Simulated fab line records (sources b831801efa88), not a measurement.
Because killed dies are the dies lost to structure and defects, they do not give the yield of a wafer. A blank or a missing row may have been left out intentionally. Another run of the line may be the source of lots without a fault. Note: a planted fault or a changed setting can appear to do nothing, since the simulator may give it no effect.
Chamber matching -- flow sky130 -- cmp-01 running SKY_VIA1_CMP_02: 4 sister chambers
The step polishes SiO2. 8 wafers are shown with their chamber, then 9 later ones without.

WAFERS PAIRED WITH THEIR CHAMBERS
wafer,chamber,motor-current-A (A)
L280.1,2,11.3
L280.5,0,11.0
L279.2,3,12.5
L279.3,1,13.2
L279.6,0,11.8
L289.1,3,13.0
L289.3,2,11.5
L289.6,1,13.3

WAFERS WITH NO CHAMBER GIVEN
wafer,motor-current-A (A)
L291.1,12.6
L291.2,12.1
L291.4,11.3
L292.1,12.5
L292.3,12.2
L292.5,12.0
L293.1,10.6
L293.2,13.0
L293.6,13.3

EACH ONE'S CHAMBER
wafer,from the rows above,in truth
L291.1,can't be placed: 3 or 1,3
L291.2,can't be placed: 3 or 0 or 2 or 1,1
L291.4,can't be placed: 0 or 2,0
L292.1,can't be placed: 3 or 1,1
L292.3,can't be placed: 3 or 0 or 2 or 1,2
L292.5,can't be placed: 0 or 2 or 3 or 1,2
L293.1,can't be placed: 0 or 2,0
L293.2,can't be placed: 1 or 3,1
L293.6,can't be placed: 1 or 3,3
Correctly placed: 0 of 9. Can't be placed from these rows: 9 (the true chamber is among the candidates in 9). Placed wrongly: 0.
How it was worked out, from the rows above alone: a wafer's distance from a chamber is the root of the sum, over the readings, of the square of ((its reading less the chamber's mean) divided by the reading's scatter). If the next closest chamber is less than 2 further off than the closest, the wafer can't be placed; otherwise it belongs to the closest. For every chamber, the mean is computed from those of its wafers that are shown. The scatter: take each reading less its chamber's mean, square it, sum over the shown wafers, divide by the number of wafers less the number of chambers, and take the root.
